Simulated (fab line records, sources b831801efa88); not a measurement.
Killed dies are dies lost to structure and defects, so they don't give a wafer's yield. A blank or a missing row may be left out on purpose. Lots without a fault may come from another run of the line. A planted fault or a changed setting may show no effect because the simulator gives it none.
fab line records | flow sky130
record lots=11 wafers=33 last_day=51
route steps=708 shown METAL3@567 VIA4@640 PASSIVATION@683 PAD_OPEN@707
lots that met no fault: from a run of the same line without faults
start_h: hours from the record's first day to the start of the lot's first wafer shown | wait_h: hours since the lot's step before | " the same as in the row above | L1.1+2: a row that stands for several wafers | - no value, or no start given | * or withheld: withheld | < > ~ a bound
route shown NAME@n: a module of which the file shows steps, and the number in the route of the first | usual: mean/standard deviation of fault-free wafers | same: alike in all rows | chamber/n: place in a boat | sites: the reading at each site | _std_site: their standard deviation | _edge_site: outer sites' mean less inner sites' | radius_mm: how far each site lies from the wafer's centre | mask NAME#n: copy n | behind: the tool/chamber that last shaped the wafer | hold: why the lot was held/for how many hours/how that ended | device: the transistor (n, p or np) that didn't switch | end of line: the same wafers' tests at the end of the route | a step without rows: its recipe alone | killed: dies lost to structure and defects at the first sort, not the wafer's yield | map: a wafer's dies, x killed, . not, _ none there
set.NAME: the setting as run; set.NAME@STEP: as run at that earlier step | model.NAME: the simulator's own value behind a step, which no gauge read
steps of the route over a sample of lots; a table a step, a row a wafer
services: from which hour (start_h, from the record's first day; less than 0 if before it) a tool's chamber was out of use, for how many hours, and why
## steps
# step SKY_METAL3_ETCH_17
# recipe target=SiO2 stop_on=TiN chemistry=C4F8/O2/Ar source_w=1500 bias_w=1200 pressure_mtorr=40 c4f8_flow_sccm=withheld O2_flow_sccm=6 Ar_flow_sccm=300 time_s=3.9 target_depth_a=150
# usual oes_product_au=0.756/0.0066
# columns lot.wafer tool chamber start_h wait_h oes_product_au rf_hours_counter_h
L489.2 rie_diel-02 0 926.86 0.1 0.759 5
L489.3 " 1 " " 0.754 24
L489.6 " 2 " " 0.767 -
L491.1 rie_diel-01 1 929.14 0.1 0.756 4
L491.4 " 3 " " 0.749 17
L491.5 " 2 " " 0.757 -
L495.1 rie_diel-01 1 954.55 0.2 0.751 5
L495.3 " 3 " " 0.751 18
L495.6 " 1 " " 0.756 -
L498.3 rie_diel-04 3 966.12 0.1 0.755 4
L498.4 " 1 " " 0.762 17
L498.6 " 1 " " 0.765 -
L497.1 rie_diel-04 0 968.94 0.1 0.759 11
L497.2 " 3 " " 0.763 5
L497.5 " 3 " " 0.767 -
L499.1 rie_diel-02 1 970.25 0.1 0.756 25
L499.2 " 3 " " 0.746 13
L499.3 " 2 " " 0.755 12
L500.2 rie_diel-01 0 986.55 0.1 0.761 20
L500.4 " 3 " " 0.769 19
L500.6 " 0 " " 0.762 -
L503.2 rie_diel-01 0 1004.94 0.1 0.754 21
L503.3 " 2 " " 0.751 3
L503.5 " 2 " " 0.765 -
L504.1 rie_diel-02 0 1014.13 0.1 0.749 9
L504.3 " 3 " " 0.748 -
L504.4 " 0 " " 0.755 -
L509.1 rie_diel-04 0 1059.80 0.1 0.753 14
L509.3 " 1 " " 0.747 20
L509.6 " 3 " " 0.764 -
L510.1 rie_diel-04 0 1083.60 0.1 0.750 14
L510.3 " 2 " " 0.750 14
L510.4 " 1 " " 0.754 21
# step SKY_VIA4_THK_MEAS_01
# recipe reads=SiO2_of_VIA4_HDPCVD_00
# usual VIA4_HDPCVD_THK=1754/14
# columns lot.wafer tool chamber start_h wait_h VIA4_HDPCVD_THK[nm]
L489.2 film_metro-02 - 1001.35 0.1 1737
L489.3 " - " " 1755
L489.6 " - " " 1753
L491.1 film_metro-01 - 1002.07 0.1 1740
L491.4 " - " " 1747
L491.5 " - " " 1766
L495.1 film_metro-01 - 1038.63 0.1 1732
L495.3 " - " " 1748
L495.6 " - " " 1756
L498.3 film_metro-03 - 1042.87 0.1 1747
L498.4 " - " " 1758
L498.6 " - " " 1756
L497.1 film_metro-03 - 1043.82 0.1 1748
L497.2 " - " " 1761
L497.5 " - " " 1766
L499.1 film_metro-01 - 1045.03 0.1 1759
L499.2 " - " " 1756
L499.3 " - " " 1781
L500.2 film_metro-03 - 1058.09 0.1 1747
L500.4 " - " " 1757
L500.6 " - " " 1735
L503.2 film_metro-01 - 1074.21 0.1 1776
L503.3 " - " " 1777
L503.5 " - " " 1786
L504.1 film_metro-03 - 1085.55 0.1 1750
L504.3 " - " " 1750
L504.4 " - " " 1740
L509.1 film_metro-03 - 1126.36 0.1 1779
L509.3 " - " " 1754
L509.6 " - " " 1761
L510.1 film_metro-03 - 1147.93 0.1 1738
L510.3 " - " " 1754
L510.4 " - " " 1737
# step SKY_PASSIVATION_CVD_02
# recipe material=Si3N4 target_thk_nm=540 temp_c=400 time_s=withheld rf_w=450
# usual heater_power_outer_w=406/77 heater_power_w=695/120
# columns lot.wafer tool chamber start_h wait_h heater_power_outer_w heater_power_w
L489.2 pecvd-02 0 1048.64 0.0 493 823
L489.3 " 2 " " 424 701
L489.6 " 1 " " 367 660
L491.1 pecvd-04 0 1049.19 0.1 391 680
L491.4 " 2 " " 583 960
L491.5 " 2 " " 590 983
L495.1 pecvd-04 0 1083.56 0.1 411 694
L495.3 " 2 " " 533 918
L495.6 " 0 " " 309 569
L498.3 pecvd-01 2 1087.81 0.0 295 557
L498.4 " 2 " " 323 575
L498.6 " 0 " " 373 638
L497.1 pecvd-01 2 1089.61 0.1 352 594
L497.2 " 1 " " 330 582
L497.5 " 1 " " 358 632
L499.1 pecvd-01 1 1090.82 0.1 365 636
L499.2 " 0 " " 290 521
L499.3 " 2 " " 369 636
L500.2 pecvd-01 1 1102.15 0.0 413 719
L500.4 " 2 " " 319 566
L500.6 " 0 " " 338 587
L503.2 pecvd-02 2 1116.49 0.0 393 677
L503.3 " 1 " " 462 757
L503.5 " 1 " " 473 761
L504.1 pecvd-04 0 1128.81 0.1 350 634
L504.3 " 1 " " 413 704
L504.4 " 1 " " 424 700
L509.1 pecvd-04 0 1164.81 0.1 404 689
L509.3 " 1 " " 347 609
L509.6 " 2 " " 534 934
L510.1 pecvd-01 1 1183.37 0.1 345 619
L510.3 " 2 " " 370 622
L510.4 " 1 " " 370 661
# step SKY_PASSIVATION_THK_MEAS_03
# recipe reads=Si3N4_of_PASSIVATION_CVD_02
# usual PASSIVATION_CVD_02_THK=538/6.2
# columns lot.wafer tool chamber start_h wait_h PASSIVATION_CVD_02_THK[nm]
L489.2 film_metro-04 - 1048.88 - 536
L489.3 " - " " 537
L489.6 " - " " 540
L491.1 film_metro-02 - 1049.53 - 525
L491.4 " - " " 533
L491.5 " - " " 533
L495.1 film_metro-02 - 1083.79 - 534
L495.3 " - " " 525
L495.6 " - " " 541
L498.3 film_metro-02 - 1088.06 - 539
L498.4 " - " " 549
L498.6 " - " " 551
L497.1 film_metro-01 - 1089.83 - 531
L497.2 " - " " 535
L497.5 " - " " 547
L499.1 film_metro-01 - 1091.05 - 536
L499.2 " - " " 250
L499.3 " - " " 534
L500.2 film_metro-04 - 1102.39 - 535
L500.4 " - " " 547
L500.6 " - " " 263
L503.2 film_metro-01 - 1116.73 - 538
L503.3 " - " " 541
L503.5 " - " " 543
L504.1 film_metro-02 - 1129.03 - 533
L504.3 " - " " 543
L504.4 " - " " 540
L509.1 film_metro-01 - 1165.04 - 531
L509.3 " - " " 535
L509.6 " - " " 544
L510.1 film_metro-04 - 1183.71 - 528
L510.3 " - " " 534
L510.4 " - " " 530
# step SKY_PASSIVATION_ETCH_11
# recipe chemistry=CF4/O2 target_depth_nm=725 stop_on=AlCu source_w=800 bias_w=150 pressure_mtorr=150 cf4_flow_sccm=80 O2_flow_sccm=10 time_s=161.1
# usual drypump_motor_current_A=5.7/0.44 oes_product_au=0.975/0.0064 throttle_valve_pct=5.964/0.0092
# columns lot.wafer tool chamber start_h wait_h drypump_motor_current_A oes_product_au rf_hours_counter_h throttle_valve_pct
L489.2 rie_diel-04 2 1069.31 - 5.7 0.977 14 5.967
L489.3 " 1 " " 6.0 0.979 21 5.955
L489.6 " 2 " " 5.6 0.971 - 5.958
L491.1 rie_diel-02 1 1071.11 - 6.0 0.957 2 5.955
L491.4 " 2 " " 5.7 0.973 14 5.970
L491.5 " 1 " " 6.0 0.970 - 5.971
L495.1 rie_diel-01 1 1104.97 - 5.2 0.972 10 5.948
L495.3 " 0 " " 6.3 0.963 24 5.975
L495.6 " 2 " " 4.8 0.984 - 5.966
L498.3 rie_diel-04 0 1108.22 - 5.6 0.976 16 5.950
L498.4 " 3 " " 6.6 0.980 9 5.970
L498.6 " 3 " " 6.6 0.992 - 5.963
L497.1 rie_diel-01 2 1110.31 - 4.7 0.976 6 5.960
L497.2 " 1 " " 5.2 0.974 11 5.983
L497.5 " 1 " " 5.2 0.987 - 5.965
L499.1 rie_diel-02 0 1111.17 - 5.9 0.975 13 5.960
L499.2 " 2 " " 5.7 0.734 15 5.900
L499.3 " 3 " " 5.7 0.974 18 5.969
L500.2 rie_diel-02 2 1122.16 - 5.7 0.968 16 5.952
L500.4 " 3 " " 5.7 0.975 18 5.972
L500.6 " 2 " " 5.7 0.748 - 5.891
L503.2 rie_diel-02 2 1136.82 - 5.7 0.972 17 5.985
L503.3 " 3 " " 5.7 0.976 19 5.971
L503.5 " 3 " " 5.7 0.976 - 5.960
L504.1 rie_diel-04 1 1147.07 - 5.9 0.973 23 5.968
L504.3 " 3 " " 6.6 0.976 11 5.973
L504.4 " 2 " " 5.7 0.979 16 5.963
L509.1 rie_diel-02 1 1181.86 - 6.0 0.966 6 5.968
L509.3 " 0 " " 5.9 0.971 15 5.970
L509.6 " 0 " " 5.9 0.984 - 5.972
L510.1 rie_diel-02 2 1198.96 - 5.7 0.961 19 5.964
L510.3 " 0 " " 5.9 0.979 16 5.970
L510.4 " 1 " " 6.0 0.968 6 5.951
# step SKY_PAD_OPEN_BOW_MEAS_13
# recipe mode=bow
# usual PAD_OPEN_BOW=48/7.9
# columns lot.wafer tool chamber start_h wait_h PAD_OPEN_BOW[um]
L489.2 film_metro-03 - 1092.80 - 48
L489.3 " - " " 60
L489.6 " - " " 55
L491.1 film_metro-02 - 1094.00 - 48
L491.4 " - " " 53
L491.5 " - " " 50
L495.1 film_metro-04 - 1126.76 - 50
L495.3 " - " " 52
L495.6 " - " " 43
L498.3 film_metro-02 - 1130.86 - 42
L498.4 " - " " 60
L498.6 " - " " 48
L497.1 film_metro-04 - 1131.83 - 40
L497.2 " - " " 46
L497.5 " - " " 44
L499.1 film_metro-02 - 1133.16 - 45
L499.2 " - " " 36
L499.3 " - " " 43
L500.2 film_metro-03 - 1143.24 - 53
L500.4 " - " " 35
L500.6 " - " " 43
L503.2 film_metro-04 - 1157.79 - 53
L503.3 " - " " 39
L503.5 " - " " 58
L504.1 film_metro-03 - 1166.25 - 51
L504.3 " - " " 54
L504.4 " - " " 45
L509.1 film_metro-03 - 1199.81 - 69
L509.3 " - " " 54
L509.6 " - " " 54
L510.1 film_metro-02 - 1217.35 - 36
L510.3 " - " " 40
L510.4 " - " " 49
# step SKY_PAD_OPEN_PROBE_99
# usual defect_limited_yield=82.2/1.8 killed_at_M0_to_M3=44/6.8 killed_at_M4_up=2.9/1.9 killed_at_contacts=24/5.2 killed_at_front_end=16/4.1 killed_at_other=0.4/0.74 killed_dies=88/9.1 killed_open=48/7.2 killed_short=39/5.6 sort_bin_3_pad_short=0.9/0.43 sort_bin_5_function=10.6/1.4 sort_bin_6_memory=6.3/1 sort_n_pass=404/9.1 sort_yield_pct=82.2/1.8
# same gross_dies=492 killed_at_back_side=0 sort_bin_4_leakage[%]=0 sort_bin_8_speed[%]=0
# columns lot.wafer tool chamber start_h wait_h defect_limited_yield[%] killed_at_M0_to_M3 killed_at_M4_up killed_at_contacts killed_at_front_end killed_at_other killed_dies killed_open killed_short sort_bin_3_pad_short[%] sort_bin_5_function[%] sort_bin_6_memory[%] sort_n_pass sort_yield_pct[%]
L489.2 prober-01 - 1092.95 0.1 80.5 51 0 26 18 1 96 56 40 0.6 11.8 7.1 396 80.5
L489.3 prober-01 - 1093.00 0.2 81.1 46 4 23 20 0 93 52 41 1.4 10.2 7.3 399 81.1
L489.6 prober-01 - 1093.15 0.2 82.9 45 1 24 14 0 84 37 47 1.0 10.6 5.5 408 82.9
L497.1 prober-02 - 1131.95 0.1 84.6 37 5 19 15 0 76 39 37 1.2 9.3 4.9 416 84.6
L497.2 prober-02 - 1132.00 0.1 82.5 42 1 19 24 0 86 41 45 0.4 10.4 6.7 406 82.5
L497.5 prober-02 - 1132.15 0.2 80.9 40 2 25 27 0 94 57 37 0.4 12.2 6.5 398 80.9
# killed by level:class
L489.2 VIA1:geometric_particle:open=14 CONTACT:geometric_particle:open=9 METAL1:geometric_particle:short=9 LI_CONTACT:geometric_particle:open=8 FIELD_ISO:geometric_particle:open=6 VIA1:geometric_particle:short=5 VIA3:geometric_particle:open=5 VIA2:geometric_particle:open=5
L489.3 VIA1:geometric_particle:open=13 CONTACT:geometric_particle:open=8 VIA2:geometric_particle:open=7 POLY_GATE:geometric_particle:short=5 LOCAL_INTERCONNECT:geometric_particle:short=5 METAL1:geometric_particle:short=5 VIA1:geometric_particle:short=5 VIA3:geometric_particle:open=5
L489.6 VIA2:geometric_particle:open=9 CONTACT:geometric_particle:open=8 VIA1:geometric_particle:short=8 VIA1:geometric_particle:open=8 VIA2:geometric_particle:short=7 LI_CONTACT:geometric_particle:open=6 METAL3:geometric_particle:short=5 POLY_GATE:geometric_particle:short=4
L497.1 CONTACT:geometric_particle:open=7 VIA1:geometric_particle:open=7 VIA1:geometric_particle:short=6 VIA3:geometric_particle:open=6 FIELD_ISO:geometric_particle:open=5 POLY_GATE:geometric_particle:short=5 LI_CONTACT:geometric_particle:open=4 CONTACT:geometric_particle:short=4
L497.2 VIA1:geometric_particle:open=8 CONTACT:geometric_particle:open=7 METAL2:geometric_particle:short=7 FIELD_ISO:geometric_particle:open=6 FIELD_ISO:geometric_particle:short=6 LI_CONTACT:geometric_particle:open=4 POLY_GATE:geometric_particle:open=4 METAL1:geometric_particle:short=4
L497.5 LI_CONTACT:geometric_particle:open=13 VIA1:geometric_particle:open=12 FIELD_ISO:geometric_particle:short=7 VIA3:geometric_particle:open=7 POLY_GATE:geometric_particle:open=6 CONTACT:geometric_particle:open=5 METAL2:geometric_particle:short=5 POLY_GATE:geometric_particle:short=4
## services
# columns tool chamber start_h hours kind
pecvd-01 - 917.86 4.6 repair
pecvd-04 - 919.13 2.8 pm
pecvd-01 0 933.87 24.7 repair
pecvd-04 2 943.66 5.2 repair
pecvd-01 - 960.09 3.5 repair
pecvd-01 - 985.37 1.9 repair
pecvd-01 2 994.43 13.6 repair
rie_diel-02 2 997.15 39.1 repair
rie_diel-01 1 998.48 5.4 repair
rie_diel-02 3 999.02 12.0 repair
rie_diel-01 3 1003.24 3.0 repair
pecvd-01 - 1019.46 1.6 repair
rie_diel-02 - 1019.65 1.0 repair
pecvd-04 - 1025.13 4.2 repair
rie_diel-04 - 1029.02 0.7 repair
rie_diel-02 - 1043.35 2.1 repair
rie_diel-01 3 1055.24 6.4 repair
rie_diel-01 - 1059.36 2.8 pm
pecvd-01 - 1069.33 0.9 repair
pecvd-01 0 1104.91 23.7 repair
rie_diel-04 2 1135.04 3.2 repair
rie_diel-02 0 1170.55 5.4 repair
rie_diel-04 - 1173.65 0.5 repair
rie_diel-01 2 1190.28 7.4 repair
## key
first_sign step=SKY_PASSIVATION_THK_MEAS_03 reading=PASSIVATION_CVD_02_THK direction=down sigmas=45 usual=538 struck=257
effect step=SKY_PASSIVATION_ETCH_11 reading=oes_product_au direction=down sigmas=37 usual=0.975 struck=0.741
met_at SKY_PASSIVATION_CVD_02
struck_lots L499,L500
struck_wafers L499.2,L500.6
not_acting_at SKY_METAL3_ETCH_17,SKY_VIA4_THK_MEAS_01,SKY_PAD_OPEN_BOW_MEAS_13
onset_between 1087.81 1090.82
fault kind=process_parameter_drift tool=pecvd-01 chamber=0 onset_h=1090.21 steps=SKY_PASSIVATION_CVD_02 channel=target_thk_nm offset=-285.94 shape=step end_h=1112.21 acts_in=these_recipes_only stated=540
